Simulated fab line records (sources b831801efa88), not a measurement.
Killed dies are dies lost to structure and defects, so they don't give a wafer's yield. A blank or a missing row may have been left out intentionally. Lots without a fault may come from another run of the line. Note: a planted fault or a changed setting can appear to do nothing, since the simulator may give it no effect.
Chamber matching || flow gf180mcu || GF_PASSIVATION_ETCH_11 on rie-diel-02 has 4 sister chambers
The step etches the open film in CF4/O2, stops on TiN, target depth 2040 nm, time 453.3 s. 20 wafers are shown with their chamber, then 10 later ones without.

## EACH WAFER AND ITS CHAMBER
{"wafer": "L074.2", "chamber": 0, "drypump-motor-current-A (A)": 4.9, "oes-product-au (a.u.)": 0.991, "throttle-valve-pct (%)": 5.978}
{"wafer": "L074.3", "chamber": 2, "drypump-motor-current-A (A)": 4.8, "oes-product-au (a.u.)": 0.985, "throttle-valve-pct (%)": 5.967}
{"wafer": "L074.5", "chamber": 2, "drypump-motor-current-A (A)": 4.9, "oes-product-au (a.u.)": 0.995, "throttle-valve-pct (%)": 5.948}
{"wafer": "L077.1", "chamber": 3, "drypump-motor-current-A (A)": 5.7, "oes-product-au (a.u.)": 0.988, "throttle-valve-pct (%)": 5.970}
{"wafer": "L077.2", "chamber": 2, "drypump-motor-current-A (A)": 4.8, "oes-product-au (a.u.)": 0.990, "throttle-valve-pct (%)": 5.961}
{"wafer": "L077.3", "chamber": 1, "drypump-motor-current-A (A)": 5.8, "oes-product-au (a.u.)": 0.989, "throttle-valve-pct (%)": 5.963}
{"wafer": "L077.4", "chamber": 1, "drypump-motor-current-A (A)": 5.8, "oes-product-au (a.u.)": 0.998, "throttle-valve-pct (%)": 5.977}
{"wafer": "L077.5", "chamber": 2, "drypump-motor-current-A (A)": 4.8, "oes-product-au (a.u.)": 0.986, "throttle-valve-pct (%)": 5.962}
{"wafer": "L077.6", "chamber": 3, "drypump-motor-current-A (A)": 5.7, "oes-product-au (a.u.)": 0.990, "throttle-valve-pct (%)": 5.944}
{"wafer": "L080.1", "chamber": 3, "drypump-motor-current-A (A)": 5.7, "oes-product-au (a.u.)": 0.992, "throttle-valve-pct (%)": 5.956}
{"wafer": "L080.3", "chamber": 1, "drypump-motor-current-A (A)": 5.8, "oes-product-au (a.u.)": 0.995, "throttle-valve-pct (%)": 5.964}
{"wafer": "L080.4", "chamber": 1, "drypump-motor-current-A (A)": 5.8, "oes-product-au (a.u.)": 1.000, "throttle-valve-pct (%)": 5.972}
{"wafer": "L084.1", "chamber": 2, "drypump-motor-current-A (A)": 4.9, "oes-product-au (a.u.)": 0.988, "throttle-valve-pct (%)": 5.966}
{"wafer": "L084.3", "chamber": 3, "drypump-motor-current-A (A)": 5.7, "oes-product-au (a.u.)": 0.993, "throttle-valve-pct (%)": 5.971}
{"wafer": "L084.6", "chamber": 1, "drypump-motor-current-A (A)": 5.8, "oes-product-au (a.u.)": 0.991, "throttle-valve-pct (%)": 5.963}
{"wafer": "L088.1", "chamber": 1, "drypump-motor-current-A (A)": 5.8, "oes-product-au (a.u.)": 0.996, "throttle-valve-pct (%)": 5.952}
{"wafer": "L088.2", "chamber": 2, "drypump-motor-current-A (A)": 4.8, "oes-product-au (a.u.)": 0.993, "throttle-valve-pct (%)": 5.982}
{"wafer": "L088.3", "chamber": 3, "drypump-motor-current-A (A)": 5.6, "oes-product-au (a.u.)": 0.983, "throttle-valve-pct (%)": 5.971}
{"wafer": "L088.4", "chamber": 0, "drypump-motor-current-A (A)": 4.9, "oes-product-au (a.u.)": 0.997, "throttle-valve-pct (%)": 5.962}
{"wafer": "L088.5", "chamber": 0, "drypump-motor-current-A (A)": 4.9, "oes-product-au (a.u.)": 0.996, "throttle-valve-pct (%)": 5.984}

SIGNATURES (averages over the wafers above)
{"reading": "drypump-motor-current-A", "chamber 0": 4.900, "chamber 1": 5.800, "chamber 2": 4.833, "chamber 3": 5.680, "scatter within a chamber": 0.0365}
{"reading": "oes-product-au", "chamber 0": 0.99467, "chamber 1": 0.99483, "chamber 2": 0.98950, "chamber 3": 0.98920, "scatter within a chamber": 0.00394}
{"reading": "throttle-valve-pct", "chamber 0": 5.97467, "chamber 1": 5.96517, "chamber 2": 5.96433, "chamber 3": 5.96240, "scatter within a chamber": 0.0107}
Rule: for a wafer and a chamber, the distance is found by dividing, reading by reading, the gap between the wafer's reading and the chamber's mean by the reading's scatter, squaring, summing and taking the root. The wafer belongs to the nearest chamber; if the next one is less than 2 further off, it can't be placed. The scatter: take each reading less its chamber's mean, square it, sum over the shown wafers, divide by the number of wafers less the number of chambers, and take the root.

## WAFERS WHOSE CHAMBER IS MISSING
{"wafer": "L088.6", "drypump-motor-current-A (A)": 5.7, "oes-product-au (a.u.)": 0.976, "throttle-valve-pct (%)": 5.968}
{"wafer": "L090.1", "drypump-motor-current-A (A)": 4.8, "oes-product-au (a.u.)": 1.003, "throttle-valve-pct (%)": 5.959}
{"wafer": "L090.2", "drypump-motor-current-A (A)": 4.9, "oes-product-au (a.u.)": 0.992, "throttle-valve-pct (%)": 5.962}
{"wafer": "L090.3", "drypump-motor-current-A (A)": 5.8, "oes-product-au (a.u.)": 0.994, "throttle-valve-pct (%)": 5.967}
{"wafer": "L090.4", "drypump-motor-current-A (A)": 5.7, "oes-product-au (a.u.)": 0.986, "throttle-valve-pct (%)": 5.969}
{"wafer": "L090.5", "drypump-motor-current-A (A)": 5.7, "oes-product-au (a.u.)": 0.990, "throttle-valve-pct (%)": 5.974}
{"wafer": "L090.6", "drypump-motor-current-A (A)": 4.9, "oes-product-au (a.u.)": 0.991, "throttle-valve-pct (%)": 5.971}
{"wafer": "L094.1", "drypump-motor-current-A (A)": 5.7, "oes-product-au (a.u.)": 0.982, "throttle-valve-pct (%)": 5.972}
{"wafer": "L094.3", "drypump-motor-current-A (A)": 4.8, "oes-product-au (a.u.)": 0.996, "throttle-valve-pct (%)": 5.964}
{"wafer": "L094.6", "drypump-motor-current-A (A)": 4.9, "oes-product-au (a.u.)": 1.001, "throttle-valve-pct (%)": 5.962}

## EACH ONE'S CHAMBER
{"wafer": "L088.6", "from the rows above": 3, "in truth": 3}
{"wafer": "L090.1", "from the rows above": "can't be placed: 2 or 0", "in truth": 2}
{"wafer": "L090.2", "from the rows above": "can't be placed: 0 or 2", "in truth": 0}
{"wafer": "L090.3", "from the rows above": 1, "in truth": 1}
{"wafer": "L090.4", "from the rows above": 3, "in truth": 3}
{"wafer": "L090.5", "from the rows above": "can't be placed: 3 or 1", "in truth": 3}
{"wafer": "L090.6", "from the rows above": "can't be placed: 0 or 2", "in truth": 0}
{"wafer": "L094.1", "from the rows above": 3, "in truth": 3}
{"wafer": "L094.3", "from the rows above": "can't be placed: 2 or 0", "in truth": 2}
{"wafer": "L094.6", "from the rows above": "can't be placed: 0 or 2", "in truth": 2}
4 of 10 placed correctly. From these rows, 6 cannot be placed; in 6 the true chamber is one of the candidates. Placed wrongly: 0.
